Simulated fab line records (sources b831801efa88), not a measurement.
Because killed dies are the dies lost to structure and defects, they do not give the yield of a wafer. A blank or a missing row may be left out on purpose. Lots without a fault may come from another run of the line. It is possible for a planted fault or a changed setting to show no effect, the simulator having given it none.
Which tool was responsible?    flow sky130    Sampling: 13 lots, 39 wafers, 4 of 708 route steps

== WHAT THE GAUGES SHOWED, per wafer ==
SKY_POLY_GATE_THK_MEAS_21. Usual: POLY_GATE_OXIDATION_THK 4.02 nm, standard deviation 0.076.
lot   measured      on             POLY_GATE_OXIDATION_THK (nm)  flag
L185  day 16 15:59  film_metro-02  4.12 4.06 4.10                
L186  day 16 16:20  film_metro-01  3.98 4.06 4.02                
L187  day 17 09:08  film_metro-01  3.96 3.97 3.99                
L188  day 17 17:47  film_metro-04  3.98 4.03 4.05                
L191  day 18 14:47  film_metro-04  4.02 3.99 3.96                
L194  day 19 23:46  film_metro-04  3.96 4.00 4.02                
L195  day 20 09:20  film_metro-04  4.04 4.08 4.05                
L200  day 22 01:19  film_metro-04  3.91 3.92 3.86                
L203  day 23 07:25  film_metro-04  3.99 3.95 4.06                
L205  day 23 17:21  film_metro-04  4.04 3.94 4.05                
L206  day 23 23:22  film_metro-01  4.08 4.07 4.11                
L207  day 24 08:50  film_metro-04  3.88 3.92 3.97                
L208  day 24 17:28  film_metro-04  3.92 4.03 4.06                

SKY_POLY_CUT_CD_MEAS_08: target cd 270 nm. Usual: cd_nm at 270.1 nm, with a standard deviation of 1.3.
lot   measured      on         cd_nm (nm)         flag
L185  day 24 08:37  cd_sem-01  270.2 268.9 268.8  
L186  day 24 09:42  cd_sem-02  270.7 268.8 269.3  
L187  day 25 02:43  cd_sem-01  268.4 269.5 269.3  
L188  day 25 11:04  cd_sem-01  268.4 270.4 270.6  
L191  day 26 08:43  cd_sem-01  270.6 271.1 269.4  
L194  day 27 15:31  cd_sem-01  270.0 270.0 271.0  
L195  day 27 23:14  cd_sem-02  268.7 269.5 269.6  
L200  day 29 13:59  cd_sem-02  270.1 270.5 269.7  
L203  day 30 16:18  cd_sem-02  271.9 271.7 270.6  
L205  day 31 00:44  cd_sem-02  271.9 272.9 271.8  
L206  day 31 06:22  cd_sem-01  270.9 270.0 271.0  
L207  day 31 13:11  cd_sem-01  269.6 270.4 269.2  
L208  day 32 01:13  cd_sem-01  271.3 270.7 271.6  

== WHAT TOOL EACH LOT RAN ON (gives the tool, then ch and the chambers of the sampled wafers, and finally the start) ==
lot   SKY_LDD_P_STRIP_10                    SKY_LDD_LDN_IMPLANT_08
L185  plasma_asher-02 ch 0,1, day 19 03:56  implanter-03 ch 0, day 22 23:09
L186  plasma_asher-03 ch 0,1, day 19 04:40  implanter-04 ch 0, day 23 00:50
L187  plasma_asher-03 ch 0, day 19 22:46    implanter-03 ch 0, day 23 18:35
L188  plasma_asher-01 ch 0,1, day 20 08:07  implanter-04 ch 0, day 24 03:22
L191  plasma_asher-03 ch 0,1, day 21 05:43  implanter-03 ch 0, day 25 01:10
L194  plasma_asher-01 ch 0,1, day 22 13:44  implanter-04 ch 0, day 26 08:44
L195  plasma_asher-02 ch 0,1, day 22 23:07  implanter-04 ch 0, day 26 16:05
L200  plasma_asher-03 ch 0,1, day 24 15:31  implanter-02 ch 0, day 28 06:59
L203  plasma_asher-01 ch 0,1, day 25 20:13  implanter-03 ch 0, day 29 10:02
L205  plasma_asher-03 ch 0,1, day 26 05:13  implanter-04 ch 0, day 29 18:48
L206  plasma_asher-01 ch 0,1, day 26 11:04  implanter-02 ch 0, day 30 00:48
L207  plasma_asher-02 ch 0,1, day 26 20:28  implanter-02 ch 0, day 30 08:15
L208  plasma_asher-02 ch 0,1, day 27 05:52  implanter-04 ch 0, day 30 18:56
- SKY_LDD_P_STRIP_10: strips in O2/N2.
- SKY_LDD_LDN_IMPLANT_08

== WHAT THE TOOLS THEMSELVES READ (means of the sampled wafers that have a number; where no wafer has one, the mark that the record gives instead) ==
SKY_LDD_P_STRIP_10. Usual: drypump_motor_current_A 5.6 A, standard deviation 0.59; oes_product_au 0.715 a.u., standard deviation 0.0045; strip_time_to_endpoint_s 14.18 s, standard deviation 0.042.
lot   tool             drypump_motor_current_A (A)  oes_product_au (a.u.)  strip_time_to_endpoint_s (s)  flag
L185  plasma_asher-02  5.2                          0.714                  14.19                         
L186  plasma_asher-03  5.6                          0.716                  14.22                         
L187  plasma_asher-03  5.4                          0.719                  14.14                         
L188  plasma_asher-01  6.0                          0.714                  14.18                         
L191  plasma_asher-03  5.7                          0.717                  14.24                         
L194  plasma_asher-01  6.0                          0.718                  14.19                         
L195  plasma_asher-02  5.2                          0.717                  14.18                         
L200  plasma_asher-03  5.6                          0.716                  14.21                         
L203  plasma_asher-01  5.5                          0.714                  14.13                         
L205  plasma_asher-03  5.5                          0.717                  14.22                         
L206  plasma_asher-01  6.0                          0.713                  14.16                         
L207  plasma_asher-02  5.6                          0.711                  14.16                         
L208  plasma_asher-02  5.6                          0.711                  14.17                         

SKY_LDD_LDN_IMPLANT_08. Usual: beam_energy_keV at 15.001, with a standard deviation of 0.0043.
lot   tool          beam_energy_keV  flag
L185  implanter-03  15.002           
L186  implanter-04  15.001           
L187  implanter-03  14.993           
L188  implanter-04  14.999           
L191  implanter-03  15.006           
L194  implanter-04  15.712           OFF
L195  implanter-04  15.712           OFF
L200  implanter-02  15.001           
L203  implanter-03  15.003           
L205  implanter-04  14.995           
L206  implanter-02  15.007           
L207  implanter-02  15.000           
L208  implanter-04  14.996           

== THE ANSWER, worked out from the rows above alone ==
Rule: a lot counts as off when the mean over its wafers that have a number is more than 3 standard deviations away from the usual mean. A lot without any number at a reading at which 4 lots or more have one is off too. Where the step has rows for the other lots, those lots are counted as sound. After the gauges, taken in route order, come the tools' own readings; for these a lot's mean is taken, as printed above. At the first step where some lot is off, the reading lying furthest off is the one used; lots without a number count as furthest.
Off: L194, L195, at SKY_LDD_LDN_IMPLANT_08 (beam_energy_keV).
If a tool, at that step or one of the process steps before it, ran each lot that is off and ran no sound lot following the first of them, it fits. Of those tried, none fits.

== WHAT WAS PUT IN BY THE SIMULATOR ==
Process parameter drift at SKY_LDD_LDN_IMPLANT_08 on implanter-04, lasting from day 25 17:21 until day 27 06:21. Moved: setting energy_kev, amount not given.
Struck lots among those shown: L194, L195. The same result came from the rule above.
